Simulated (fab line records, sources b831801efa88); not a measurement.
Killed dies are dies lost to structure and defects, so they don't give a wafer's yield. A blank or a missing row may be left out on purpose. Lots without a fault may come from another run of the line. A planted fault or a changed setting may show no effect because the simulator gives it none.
Chamber matching | flow sky130 | SKY_VIA2_CMP_02 on cmp-02: 4 sister chambers
The step polishes SiO2. 4 wafers are shown with their chamber, then 8 later ones without.

WAFERS WITH THEIR CHAMBER
wafer  | chamber | motor_current_A (A)
L669.5 | 3       | 14.5
L684.5 | 2       | 12.0
L684.6 | 1       | 14.1
L685.2 | 0       | 12.0

WAFERS WITHOUT THEIR CHAMBER
wafer  | motor_current_A (A)
L685.3 | 12.4
L685.4 | 14.8
L688.1 | 13.3
L688.3 | 14.3
L688.6 | 12.5
L691.2 | 12.0
L691.3 | 13.9
L691.5 | 12.3

WHICH CHAMBER EACH WENT THROUGH
wafer  | from the rows above               | in truth
L685.3 | can't be placed: 0 or 2           | 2
L685.4 | can't be placed: 3 or 1           | 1
L688.1 | can't be placed: 1 or 3 or 0 or 2 | 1
L688.3 | can't be placed: 3 or 1           | 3
L688.6 | can't be placed: 0 or 2           | 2
L691.2 | can't be placed: 0 or 2           | 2
L691.3 | can't be placed: 1 or 3           | 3
L691.5 | can't be placed: 0 or 2           | 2
Placed correctly: 0 of 8. Can't be placed from these rows: 8 (the true chamber is among the candidates in 8). Placed wrongly: 0.
How it was worked out, from the rows above alone: a wafer's distance from a chamber is the root of the sum, over the readings, of the square of ((its reading less the chamber's mean) divided by the reading's scatter). The wafer belongs to the nearest chamber; if the next one is less than 2 further off, it can't be placed. A chamber's mean is the mean of its shown wafers. The scatter: with one shown wafer a chamber, the root of the mean of the squares of how far each hidden wafer lies from its nearest shown one.
